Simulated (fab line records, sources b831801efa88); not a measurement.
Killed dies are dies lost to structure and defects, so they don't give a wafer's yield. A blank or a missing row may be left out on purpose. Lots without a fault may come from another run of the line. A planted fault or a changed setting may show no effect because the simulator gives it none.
A struck lot beside a sound one | flow sky130 | 31 steps out of a route of 708
Sound: wafers L432.2, L432.3, L432.5. Struck: wafers L439.1, L439.2, L439.4. The cause comes at the end.
At each step with rows: each side's tool, then ch and its chambers, then its first start. Under that, the readings that differ: sound wafers | struck wafers | difference of the means | sigmas: that difference in standard deviations of wafers without a fault.
alike: readings whose means differ by less than 2 such deviations, and words and numbers that are the same on both sides. not compared: withheld readings, readings that some wafer has no value for, bounds like >300 that may hide the same value, and numbers for which the record gives no deviation and whose values overlap.
The two part at a step that has a row with sigmas, a row that says differs or no value, or rows on one side only. Numbers that don't overlap but have no deviation are shown without sigmas and don't part them. A reading that every wafer of one side lacks parts them only if that side has two wafers or more.

SKY_PWDE_OVL_MEAS_07:
  sound on overlay-01, day 5 10:50; struck on overlay-01, day 7 00:08
  alike: PWDE_OVL
then, 1 step without rows for these wafers: SKY_PWDE_IMPLANT_08.
SKY_PWDE_STRIP_09: strips in O2/N2.
  sound on plasma_asher-02 ch 0,1, day 5 11:01; struck on plasma_asher-02 ch 0,1, day 7 00:19
  alike: drypump_motor_current_A, oes_product_au, strip_time_to_endpoint_s
  not compared: rf_hours_counter_h
SKY_PWDE_TW_MEAS_10:
  sound on film_metro-04, day 5 11:08; struck on film_metro-02, day 7 00:25
  reading | sound             | struck            | difference | sigmas
  PWDE_TW | 371.9 372.6 373.6 | 380.8 379.4 381.2 | +7.8       | +3
then, 7 steps without rows for these wafers: SKY_NWELL_DEHYDRATE_03 (time 60 s); SKY_NWELL_HMDS_04 (prime time 60 s); SKY_NWELL_COAT_05 (resist thk 3000 nm); SKY_NWELL_SOFTBAKE_06; SKY_NWELL_EXPOSE_07 (exposes mask NWM, target cd 840 nm); SKY_NWELL_PEB_08; SKY_NWELL_DEVELOP_09 (develop time 60 s).
SKY_NWELL_OVL_MEAS_10:
  sound on overlay-02, day 6 05:05; struck on overlay-02, day 7 19:11
  reading           | sound        | struck         | difference | sigmas
  NWELL_00_OVL (nm) | 1.8 -0.1 0.9 | -1.7 -1.7 -1.6 | -2.5       | -2
SKY_NWELL_IMPLANT_11:
  sound on implanter-04 ch 0, day 6 05:08; struck on implanter-01 ch 0, day 7 19:13
  reading            | sound             | struck            | difference | sigmas
  beam_on_s (s)      | 9.97 9.92 9.76    | 7.59 7.73 7.57    | -2.25      | -11
  faraday_current_uA | 107.5 107.5 109.7 | 141.4 138.5 141.7 | +32.3      | +15
then, 2 steps without rows for these wafers: SKY_NWELL_IMPLANT_12; SKY_NWELL_IMPLANT_13.
SKY_NWELL_STRIP_14: strips in O2/N2.
  sound on plasma_asher-01 ch 0,1, day 6 05:34; struck on plasma_asher-03 ch 0,1, day 7 19:40
  alike: drypump_motor_current_A, oes_product_au, strip_time_to_endpoint_s
  not compared: rf_hours_counter_h
SKY_NWELL_TW_MEAS_15:
  sound on film_metro-01, day 6 05:41; struck on film_metro-01, day 7 20:00
  reading  | sound          | struck         | difference | sigmas
  NWELL_TW | 1823 1820 1822 | 1703 1700 1704 | -119       | -11
  not compared: hold
then, 6 steps without rows for these wafers: SKY_NWELL_HMDS_17 (prime time 60 s); SKY_NWELL_COAT_18 (resist thk 3000 nm); SKY_NWELL_SOFTBAKE_19; SKY_NWELL_EXPOSE_20 (exposes mask NWM COMPLEMENT, target cd 840 nm); SKY_NWELL_PEB_21; SKY_NWELL_DEVELOP_22 (develop time 60 s).
SKY_NWELL_OVL_MEAS_23:
  sound on overlay-02, day 7 00:16; struck on overlay-01, day 8 14:41
  reading           | sound       | struck         | difference | sigmas
  NWELL_01_OVL (nm) | 2.1 0.9 4.0 | -0.8 -0.9 -0.5 | -3.1       | -2
then, 1 step without rows for these wafers: SKY_NWELL_IMPLANT_24.
SKY_NWELL_STRIP_25: strips in O2/N2.
  sound on plasma_asher-03 ch 0,1, day 7 00:26; struck on plasma_asher-01 ch 0,1, day 8 14:52
  alike: drypump_motor_current_A, oes_product_au, strip_time_to_endpoint_s
  not compared: rf_hours_counter_h
SKY_NWELL_TW_MEAS_26:
  sound on film_metro-01, day 7 00:33; struck on film_metro-01, day 8 14:58
  alike: NWELL_2_TW
then, 1 step without rows for these wafers: SKY_NWELL_CLEAN_27 (cleans in SC1/SC2, time 150 s).
SKY_NWELL_RTA_28: time 30 s.
  sound on rtp_anneal-01 ch 0, day 7 00:40; struck on rtp_anneal-01 ch 0, day 8 15:05
  alike: lamp_power_pct, wafer_temp_C_max
SKY_NWELL_RS_MEAS_29: measures by four-point-probe.
  sound on film_metro-04, day 7 00:46; struck on film_metro-02, day 8 15:32
  reading           | sound             | struck            | difference | sigmas
  NWELL_RS (ohm/sq) | 623.1 625.0 623.1 | 718.7 717.3 718.2 | +94.3      | +50
  not compared: hold
SKY_PAD_OPEN_PROBE_99:
  the record has rows for the sound wafers here (prober-02, day 47 14:41) and none for the struck ones

WHERE THEY PART
First at SKY_PWDE_TW_MEAS_10; last, within this record, at SKY_PAD_OPEN_PROBE_99.

WHY: what the simulator had put in
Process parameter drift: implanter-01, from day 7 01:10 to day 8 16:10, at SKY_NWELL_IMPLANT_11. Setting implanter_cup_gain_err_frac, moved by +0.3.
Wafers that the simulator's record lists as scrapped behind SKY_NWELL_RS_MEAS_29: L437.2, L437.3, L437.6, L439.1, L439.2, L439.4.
